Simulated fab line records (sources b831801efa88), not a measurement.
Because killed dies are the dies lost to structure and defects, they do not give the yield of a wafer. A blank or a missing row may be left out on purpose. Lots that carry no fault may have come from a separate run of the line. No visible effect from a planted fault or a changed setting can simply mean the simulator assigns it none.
fab line records -- flow sky130
[record] lots = 6, wafers = 18, last_day = 50
route steps=708 shown NWELL@82 PWDE@84 VT_ADJUST_HVTP@85 VT_ADJUST_LVTN@97 PAD_OPEN@708
lots untouched by any fault: they come from a run of this same line in which no faults occurred
start_h: start of the lot's first displayed wafer, in hours after the record's first day -- wait_h: how many hours have passed since the lot's step before this one -- " repeats the value in the row above -- L1.1+2: one row covering several wafers at once -- - either no value or no given start -- * or withheld: withheld -- < > ~ a bound
route shown NAME@n: NAME is a module with steps in the file, n the number in the route of the first one -- usual: mean/standard deviation of fault-free wafers -- same: alike in all rows -- chamber/n: place in a boat -- sites: per-site readings -- _std_site: their standard deviation -- _edge_site: mean of outer sites minus mean of inner sites -- radius_mm: how far each site lies from the wafer's centre -- mask NAME#n: copy n -- behind: the tool/chamber that last shaped the wafer -- hold: reason for holding the lot/hours on hold/outcome of the hold -- device: the n, p or np transistor that did not switch -- end of line: the route-end tests of the same wafers -- step lacking rows: just its recipe -- killed: at the first sort, the dies lost to defects and structure; wafer yield is something else -- map: dies across one wafer; x = killed, . = not, _ = none there
set.NAME: the setting as run; set.NAME@STEP: as run at that earlier step -- model.NAME: the simulator's own value behind a step, which no gauge read
a table for each step, a row for each wafer; lots at some steps of the route
services: the hour from which a tool's chamber was out of use, counted from the record's first day as start_h (under 0 if before that day), plus the number of hours and why
[[steps]]
[step SKY_NWELL_RS_MEAS_29]
[recipe] thk_meas_gauge = four-point-probe
[usual] NWELL_RS = 624.8/1.6
lot.wafer,tool,chamber,start_h,wait_h,NWELL_RS[ohm/sq]
L259.1,film_metro-03,-,106.36,0.1,622.8
L259.4,film_metro-03,-,106.36,0.1,625.1
L259.5,film_metro-03,-,106.36,0.1,625.0
L261.1,film_metro-04,-,118.96,0.1,624.0
L261.2,film_metro-04,-,118.96,0.1,624.0
L261.3,film_metro-04,-,118.96,0.1,624.0
L265.1,film_metro-01,-,140.41,0.1,628.3
L265.4,film_metro-01,-,140.41,0.1,627.3
L265.5,film_metro-01,-,140.41,0.1,628.9
L273.2,film_metro-01,-,191.23,0.1,622.8
L273.3,film_metro-01,-,191.23,0.1,623.7
L273.4,film_metro-01,-,191.23,0.1,622.7
L275.1,film_metro-01,-,204.85,0.1,624.2
L275.4,film_metro-01,-,204.85,0.1,625.4
L275.6,film_metro-01,-,204.85,0.1,625.0
L282.1,film_metro-01,-,243.38,0.1,623.0
L282.4,film_metro-01,-,243.38,0.1,622.2
L282.6,film_metro-01,-,243.38,0.1,622.5
[step SKY_NWELL_RS_MEAS_31]
[recipe] thk_meas_gauge = four-point-probe
[usual] PWDE_RS = 5276/20
lot.wafer,tool,chamber,start_h,wait_h,PWDE_RS[ohm/sq]
L259.1,film_metro-03,-,106.60,0.1,5256
L259.4,film_metro-03,-,106.60,0.1,5256
L259.5,film_metro-03,-,106.60,0.1,5242
L261.1,film_metro-04,-,119.20,0.1,5261
L261.2,film_metro-04,-,119.20,0.1,5272
L261.3,film_metro-04,-,119.20,0.1,5292
L265.1,film_metro-01,-,140.65,0.1,5269
L265.4,film_metro-01,-,140.65,0.1,5279
L265.5,film_metro-01,-,140.65,0.1,5286
L273.2,film_metro-01,-,191.47,0.1,5272
L273.3,film_metro-01,-,191.47,0.1,5267
L273.4,film_metro-01,-,191.47,0.1,5289
L275.1,film_metro-01,-,205.09,0.1,5288
L275.4,film_metro-01,-,205.09,0.1,5276
L275.6,film_metro-01,-,205.09,0.1,5298
L282.1,film_metro-01,-,243.62,0.1,5328
L282.4,film_metro-01,-,243.62,0.1,5320
L282.6,film_metro-01,-,243.62,0.1,5331
[step SKY_VT_ADJUST_HVTP_DEHYDRATE_00]
[recipe] temp_c = 200, time_s = 60
[step SKY_VT_ADJUST_HVTP_HMDS_01]
[recipe] prime_time_s = 60, prime_temp_c = 120
[step SKY_VT_ADJUST_HVTP_COAT_02]
[recipe] resist = NOVOLAK, spin_rpm = 3000, resist_thk_nm = 1140
[step SKY_VT_ADJUST_HVTP_SOFTBAKE_03]
[recipe] temp_c = 90, time_s = 60, resist = NOVOLAK
[step SKY_VT_ADJUST_HVTP_EXPOSE_04]
[recipe] mask_id = HVTPM, na = 0.6, source_shape = conventional, sigma_outer = 0.6, polarization = unpolarized, target_cd_nm = 380, dose_mj = 140
[step SKY_VT_ADJUST_HVTP_PEB_05]
[recipe] temp_c = withheld, time_s = *, resist = NOVOLAK
[step SKY_VT_ADJUST_HVTP_DEVELOP_06]
[recipe] resist = NOVOLAK, developer = TMAH, develop_time_s = 60, dev_temp_c = 23
[step SKY_VT_ADJUST_HVTP_CD_MEAS_07]
[recipe] target_cd_nm = 380
[usual] cd_nm = 380.3/2.4
lot.wafer,tool,chamber,start_h,wait_h,cd_nm
L259.1,cd_sem-02,-,124.46,0.1,382.3
L259.4,cd_sem-02,-,124.46,0.1,382.4
L259.5,cd_sem-02,-,124.46,0.1,382.1
L261.1,cd_sem-02,-,137.76,0.1,381.8
L261.2,cd_sem-02,-,137.76,0.1,381.0
L261.3,cd_sem-02,-,137.76,0.1,379.7
L265.1,cd_sem-02,-,159.93,0.1,381.3
L265.4,cd_sem-02,-,159.93,0.1,380.6
L265.5,cd_sem-02,-,159.93,0.1,381.8
L273.2,cd_sem-01,-,212.98,0.1,378.8
L273.3,cd_sem-01,-,212.98,0.1,379.7
L273.4,cd_sem-01,-,212.98,0.1,378.2
L275.1,cd_sem-02,-,226.96,0.1,379.4
L275.4,cd_sem-02,-,226.96,0.1,379.1
L275.6,cd_sem-02,-,226.96,0.1,380.0
L282.1,cd_sem-01,-,267.53,0.1,379.3
L282.4,cd_sem-01,-,267.53,0.1,377.1
L282.6,cd_sem-01,-,267.53,0.1,378.0
[step SKY_VT_ADJUST_HVTP_OVL_MEAS_08]
[usual] VT_ADJUST_HVTP_OVL = 0.2/1.4
lot.wafer,tool,chamber,start_h,wait_h,VT_ADJUST_HVTP_OVL[nm]
L259.1,overlay-01,-,124.58,0.1,0.7
L259.4,overlay-01,-,124.58,0.1,1.2
L259.5,overlay-01,-,124.58,0.1,2.1
L261.1,overlay-02,-,137.88,0.1,-0.9
L261.2,overlay-02,-,137.88,0.1,-0.8
L261.3,overlay-02,-,137.88,0.1,-1.3
L265.1,overlay-01,-,160.05,0.1,1.0
L265.4,overlay-01,-,160.05,0.1,0.8
L265.5,overlay-01,-,160.05,0.1,-0.6
L273.2,overlay-02,-,213.08,0.1,-1.4
L273.3,overlay-02,-,213.08,0.1,0.8
L273.4,overlay-02,-,213.08,0.1,0.8
L275.1,overlay-02,-,227.08,0.1,0.4
L275.4,overlay-02,-,227.08,0.1,0.9
L275.6,overlay-02,-,227.08,0.1,0.7
L282.1,overlay-02,-,267.65,0.1,0.8
L282.4,overlay-02,-,267.65,0.1,2.6
L282.6,overlay-02,-,267.65,0.1,1.8
[step SKY_VT_ADJUST_HVTP_IMPLANT_09]
[recipe] species = As, energy_kev = 150, dose_cm2 = 4.3e+12, tilt_deg = withheld
lot.wafer,tool,chamber,start_h,wait_h
L259.1+4+5,implanter-02,0,124.61,0.0
L261.1+2+3,implanter-02,0,137.91,0.0
L261.1+2+3,implanter-02,0,138.23,0.3
L265.1+4+5,implanter-03,0,160.09,0.0
L265.1+4+5,implanter-03,0,160.41,0.3
L273.2+3+4,implanter-01,0,213.14,0.0
L275.1+4+6,implanter-01,0,227.11,0.0
L282.1+4+6,implanter-02,0,267.69,0.0
[step SKY_VT_ADJUST_HVTP_STRIP_10]
[recipe] chemistry = O2/N2, power_w = 1400, pressure_mtorr = 1500, platen_temp_c = withheld, o2_flow_sccm = 3000, n2_flow_sccm = 300, overash_fraction = 0.5
[usual] drypump_motor_current_A = 5.5/0.34, oes_product_au = 0.716/0.0045, strip_time_to_endpoint_s = 14.19/0.036
lot.wafer,tool,chamber,start_h,wait_h,drypump_motor_current_A,oes_product_au,rf_hours_counter_h,strip_time_to_endpoint_s
L259.1,plasma_asher-04,0,124.76,0.1,5.7,0.721,41,14.17
L259.4,plasma_asher-04,0,124.76,0.1,5.7,0.709,-,14.20
L259.5,plasma_asher-04,0,124.76,0.1,5.7,0.715,-,14.17
L261.1,plasma_asher-04,0,138.38,0.1,5.7,0.715,43,14.22
L261.2,plasma_asher-04,1,138.38,0.1,6.1,0.716,43,14.17
L261.3,plasma_asher-04,1,138.38,0.1,6.1,0.718,-,14.22
L265.1,plasma_asher-03,0,160.56,0.1,5.6,0.719,50,14.18
L265.4,plasma_asher-03,0,160.56,0.1,5.6,0.720,-,14.13
L265.5,plasma_asher-03,1,160.56,0.1,5.3,0.714,-,14.13
L273.2,plasma_asher-04,1,213.26,0.1,6.1,0.715,47,14.16
L273.3,plasma_asher-04,0,213.26,0.1,5.7,0.712,-,14.20
L273.4,plasma_asher-04,1,213.26,0.1,6.1,0.716,-,14.17
L275.1,plasma_asher-03,0,227.26,0.1,5.6,0.711,57,14.21
L275.4,plasma_asher-03,1,227.26,0.1,5.3,0.709,-,14.21
L275.6,plasma_asher-03,1,227.26,0.1,5.3,0.717,-,14.22
L282.1,plasma_asher-02,0,267.84,0.1,5.3,0.718,46,14.17
L282.4,plasma_asher-02,1,267.84,0.1,5.1,0.717,-,14.19
L282.6,plasma_asher-02,0,267.84,0.1,5.3,0.717,-,14.16
[step SKY_VT_ADJUST_HVTP_TW_MEAS_11]
[usual] VT_ADJUST_HVTP_TW = 1351/9.2
lot.wafer,tool,chamber,start_h,wait_h,VT_ADJUST_HVTP_TW
L259.1,film_metro-03,-,124.86,0.1,1337
L259.4,film_metro-03,-,124.86,0.1,1336
L259.5,film_metro-03,-,124.86,0.1,1340
L261.1,film_metro-03,-,138.55,0.1,1664
L261.2,film_metro-03,-,138.55,0.1,1671
L261.3,film_metro-03,-,138.55,0.1,1674
L265.1,film_metro-04,-,160.66,0.1,1687
L265.4,film_metro-04,-,160.66,0.1,1679
L265.5,film_metro-04,-,160.66,0.1,1689
L273.2,film_metro-03,-,213.37,0.1,1338
L273.3,film_metro-03,-,213.37,0.1,1341
L273.4,film_metro-03,-,213.37,0.1,1347
L275.1,film_metro-02,-,227.36,0.1,1361
L275.4,film_metro-02,-,227.36,0.1,1356
L275.6,film_metro-02,-,227.36,0.1,1368
L282.1,film_metro-04,-,267.94,0.1,1345
L282.4,film_metro-04,-,267.94,0.1,1346
L282.6,film_metro-04,-,267.94,0.1,1349
[step SKY_VT_ADJUST_LVTN_DEHYDRATE_00]
[recipe] temp_c = 200, time_s = 60
[step SKY_PAD_OPEN_PROBE_99]
[usual] killed_at_M0_to_M3 = 44/7.2, killed_at_M4_up = 2.9/1.8, killed_at_contacts = 24/5.6, killed_at_front_end = 15/4.2, killed_at_other = 0.4/0.71, killed_dies = 86/9.2, killed_open = 47/7.2, killed_short = 39/5.7
[same] gross_dies = 492, killed_at_back_side = 0
lot.wafer,tool,chamber,start_h,wait_h,killed_at_M0_to_M3,killed_at_M4_up,killed_at_contacts,killed_at_front_end,killed_at_other,killed_dies,killed_open,killed_short,model.etest.tip_p.rs_ohm_sq,model.etest.pfet_01v8.r_on_ohm_um,model.etest.tip_p.rs_ohm_sq_range,model.etest.pfet_01v8.drive_ua_um,model.etest.pfet_01v8_mvt.drive_ua_um,model.etest.pfet_01v8_hvt.drive_ua_um,model.etest.sram_pfet_latch.drive_ua_um,model.etest.ring_1v8.delay_ps
L259.1,prober-02,-,1079.86,0.1,57,1,22,24,0,104,55,49,6824,2848,167.8,196.5,153.5,146.6,143.8,20.86
L259.4,prober-02,-,1080.01,0.2,51,3,26,15,2,97,49,46,6873,2891,166.9,193.6,152.3,142.3,138.5,21.26
L259.5,prober-02,-,1080.06,0.2,43,3,20,10,3,79,40,37,6807,2928,124.5,191.7,151.1,141.4,138,21.45
L261.1,prober-02,-,1088.58,0.1,45,2,18,16,1,82,42,40,9766,3869,240.8,114.6,80.13,88.33,94.62,28.83
L261.2,prober-02,-,1088.63,0.1,46,2,18,13,2,81,39,42,9789,3839,240.4,115.2,80.25,89.04,91.26,28.99
L261.3,prober-02,-,1088.68,0.2,53,1,14,16,1,85,34,51,9769,3801,278.2,117.1,82.89,89.97,91.9,28.2
L265.1,prober-01,-,1113.61,0.1,36,4,20,13,0,73,41,32,9338,3759,270.6,120.3,86.2,93.45,96.21,28.14
L265.4,prober-01,-,1113.76,0.2,43,2,30,11,1,87,40,47,9350,3798,274.8,116.8,84.45,90.44,93.09,29.03
L265.5,prober-01,-,1113.81,0.2,31,1,34,22,1,89,54,35,9335,3788,293.3,118.7,84.41,91.54,94.85,28.54
L273.2,prober-02,-,1163.58,0.1,43,2,32,17,0,94,51,42,6819,2837,161.8,196.8,152.8,148.7,148.5,21.11
L273.3,prober-02,-,1163.63,0.2,44,4,26,15,0,89,54,35,6806,2833,131.5,197.2,151.4,146.6,147.2,21.25
L273.4,prober-02,-,1163.68,0.2,39,3,26,16,0,84,46,37,6872,2838,131.3,196,152.1,146.8,144.5,21.07
L275.1,prober-02,-,1172.83,0.1,48,0,20,11,1,80,41,39,6849,2800,139.4,201.4,157.2,151.4,152.7,20.13
L275.4,prober-02,-,1172.98,0.2,50,4,20,8,0,82,44,38,6837,2858,172,193.9,152.3,145.5,148.7,21.06
L275.6,prober-02,-,1173.08,0.2,49,3,24,19,0,95,47,48,6898,2827,272.1,198.6,155.6,148.1,147.7,20.44
L282.1,prober-02,-,1198.18,0.1,34,3,27,12,1,77,32,45,6892,2898,159.9,194.4,151.9,143.8,145.9,21.51
L282.4,prober-02,-,1198.33,0.2,32,1,22,15,0,70,43,25,6892,2848,122.3,195.8,152.4,147.8,141.6,20.96
L282.6,prober-02,-,1198.43,0.2,37,4,33,22,0,96,53,42,6864,2886,199.5,193.7,151.5,142.3,140.3,21.29
// killed by level:class
L259.1 LI_CONTACT:geometric_particle:open=10 FIELD_ISO:geometric_particle:open=9 METAL2:geometric_particle:short=9 VIA1:geometric_particle:open=8 VIA2:geometric_particle:open=8 VIA1:geometric_particle:short=7 METAL1:geometric_particle:short=7 POLY_GATE:geometric_particle:short=6
L259.4 VIA1:geometric_particle:open=11 LI_CONTACT:geometric_particle:open=8 VIA2:geometric_particle:open=8 METAL1:geometric_particle:short=7 POLY_GATE:geometric_particle:short=6 VIA3:geometric_particle:open=6 CONTACT:geometric_particle:short=6 CONTACT:geometric_particle:open=5
L259.5 METAL2:geometric_particle:short=8 VIA3:geometric_particle:open=8 CONTACT:geometric_particle:open=7 VIA1:geometric_particle:open=7 VIA2:geometric_particle:open=5 LI_CONTACT:geometric_particle:open=4 VIA1:geometric_particle:short=4 VIA3:geometric_particle:short=4
L261.1 VIA3:geometric_particle:open=12 VIA1:geometric_particle:open=7 VIA1:geometric_particle:short=6 FIELD_ISO:geometric_particle:short=5 LOCAL_INTERCONNECT:geometric_particle:short=5 METAL1:geometric_particle:short=5 POLY_GATE:geometric_particle:open=4 LI_CONTACT:geometric_particle:open=4
L261.2 VIA3:geometric_particle:open=9 LOCAL_INTERCONNECT:geometric_particle:short=6 METAL1:geometric_particle:short=6 VIA1:geometric_particle:short=6 VIA1:geometric_particle:open=6 METAL2:geometric_particle:short=6 CONTACT:geometric_particle:open=5 VIA2:geometric_particle:open=5
L261.3 VIA1:geometric_particle:open=9 VIA1:geometric_particle:short=9 METAL2:geometric_particle:short=8 POLY_GATE:geometric_particle:short=7 VIA3:geometric_particle:open=7 CONTACT:geometric_particle:short=6 METAL1:geometric_particle:short=6 VIA2:geometric_particle:open=5
L265.1 LI_CONTACT:geometric_particle:open=8 VIA1:geometric_particle:short=8 CONTACT:geometric_particle:open=8 VIA1:geometric_particle:open=6 METAL1:geometric_particle:short=4 VIA2:geometric_particle:open=4 FIELD_ISO:geometric_particle:short=3 POLY_GATE:geometric_particle:open=3
L265.4 VIA1:geometric_particle:open=11 CONTACT:geometric_particle:open=10 LOCAL_INTERCONNECT:geometric_particle:short=7 METAL1:geometric_particle:short=7 VIA3:geometric_particle:open=6 CONTACT:geometric_particle:short=5 METAL2:geometric_particle:short=5 FIELD_ISO:geometric_particle:short=4
L265.5 CONTACT:geometric_particle:open=10 LI_CONTACT:geometric_particle:open=9 VIA2:geometric_particle:open=8 VIA1:geometric_particle:open=7 FIELD_ISO:geometric_particle:short=6 LI_CONTACT:geometric_particle:short=6 FIELD_ISO:geometric_particle:open=5 CONTACT:geometric_particle:short=5
L273.2 LI_CONTACT:geometric_particle:open=10 CONTACT:geometric_particle:open=9 FIELD_ISO:geometric_particle:open=8 CONTACT:geometric_particle:short=8 VIA1:geometric_particle:open=8 VIA1:geometric_particle:short=7 VIA3:geometric_particle:open=7 FIELD_ISO:geometric_particle:short=4
L273.3 CONTACT:geometric_particle:open=11 LI_CONTACT:geometric_particle:open=10 VIA1:geometric_particle:open=10 VIA3:geometric_particle:open=9 POLY_GATE:geometric_particle:short=5 VIA1:geometric_particle:short=5 METAL1:geometric_particle:short=4 VIA3:geometric_particle:short=3
L273.4 VIA1:geometric_particle:open=13 LI_CONTACT:geometric_particle:open=10 CONTACT:geometric_particle:open=10 FIELD_ISO:geometric_particle:short=6 VIA1:geometric_particle:short=5 FIELD_ISO:geometric_particle:open=4 CONTACT:geometric_particle:short=4 METAL2:geometric_particle:short=4
L275.1 VIA1:geometric_particle:open=10 METAL1:geometric_particle:short=9 VIA1:geometric_particle:short=9 CONTACT:geometric_particle:open=7 LI_CONTACT:geometric_particle:open=6 VIA2:geometric_particle:open=6 LI_CONTACT:geometric_particle:short=4 FIELD_ISO:geometric_particle:short=3
L275.4 VIA1:geometric_particle:open=16 VIA2:geometric_particle:open=8 CONTACT:geometric_particle:open=6 CONTACT:geometric_particle:short=5 FIELD_ISO:geometric_particle:short=4 LI_CONTACT:geometric_particle:open=4 VIA1:geometric_particle:short=4 METAL2:geometric_particle:short=4
L275.6 VIA1:geometric_particle:open=18 FIELD_ISO:geometric_particle:open=8 METAL2:geometric_particle:short=8 CONTACT:geometric_particle:open=8 CONTACT:geometric_particle:short=6 LI_CONTACT:geometric_particle:short=4 METAL1:geometric_particle:short=4 VIA1:geometric_particle:short=4
L282.1 METAL1:geometric_particle:short=8 LI_CONTACT:geometric_particle:open=7 LOCAL_INTERCONNECT:geometric_particle:short=6 CONTACT:geometric_particle:open=5 CONTACT:geometric_particle:short=5 VIA1:geometric_particle:open=5 VIA3:geometric_particle:open=5 METAL2:geometric_particle:short=4
L282.4 VIA3:geometric_particle:open=10 CONTACT:geometric_particle:open=8 VIA1:geometric_particle:open=7 LI_CONTACT:geometric_particle:open=5 VIA1:geometric_particle:short=5 FIELD_ISO:geometric_particle:open=4 LI_CONTACT:geometric_particle:short=4 CONTACT:geometric_particle:short=4
L282.6 CONTACT:geometric_particle:open=12 VIA3:geometric_particle:open=9 VIA2:geometric_particle:open=8 LI_CONTACT:geometric_particle:short=6 LI_CONTACT:geometric_particle:open=6 VIA1:geometric_particle:open=6 FIELD_ISO:geometric_particle:short=5 SPACER:geometric_particle:open=5
[[services]]
tool,chamber,start_h,hours,kind
plasma_asher-02,-,112.83,1.6,repair
plasma_asher-04,-,135.27,0.5,repair
implanter-03,-,136.58,1.2,repair
plasma_asher-04,-,144.89,28.1,pm
implanter-03,-,175.60,3.7,repair
implanter-02,-,188.76,2.9,repair
plasma_asher-03,-,204.81,2.8,pm
implanter-03,-,218.61,4.1,pm
implanter-03,-,224.60,1.5,repair
implanter-03,-,245.53,5.1,repair
implanter-03,-,256.21,3.9,repair
plasma_asher-03,-,264.34,5.6,repair
[[key]]
[first_sign] step = SKY_VT_ADJUST_HVTP_IMPLANT_09, reading = visit, direction = added
[effect] step = SKY_VT_ADJUST_HVTP_TW_MEAS_11, reading = VT_ADJUST_HVTP_TW, direction = up, sigmas = 36, usual = 1351, struck = 1677
[model_effect] step = SKY_PAD_OPEN_PROBE_99, value = etest.tip_p.rs_ohm_sq, without = 7051, struck = 9558
met_at SKY_VT_ADJUST_HVTP_IMPLANT_09
struck_wafers L261.1,L261.2,L261.3,L265.1,L265.4,L265.5
tester_left_out L261,L265
[fault] kind = repeated_step_whole, tool = implanter-01,implanter-02,implanter-03, chamber = -, onset_h = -, steps = SKY_VT_ADJUST_HVTP_IMPLANT_09, times = 1, scope = struck_lots_only
// tester_left_out: of these lots the tester's yield and bins aren't shown, on N5 and GAA mostly nor the transistor test; their killed dies are dies lost to structure and defects alone, not to doping, threshold or leakage, so they don't give the yield
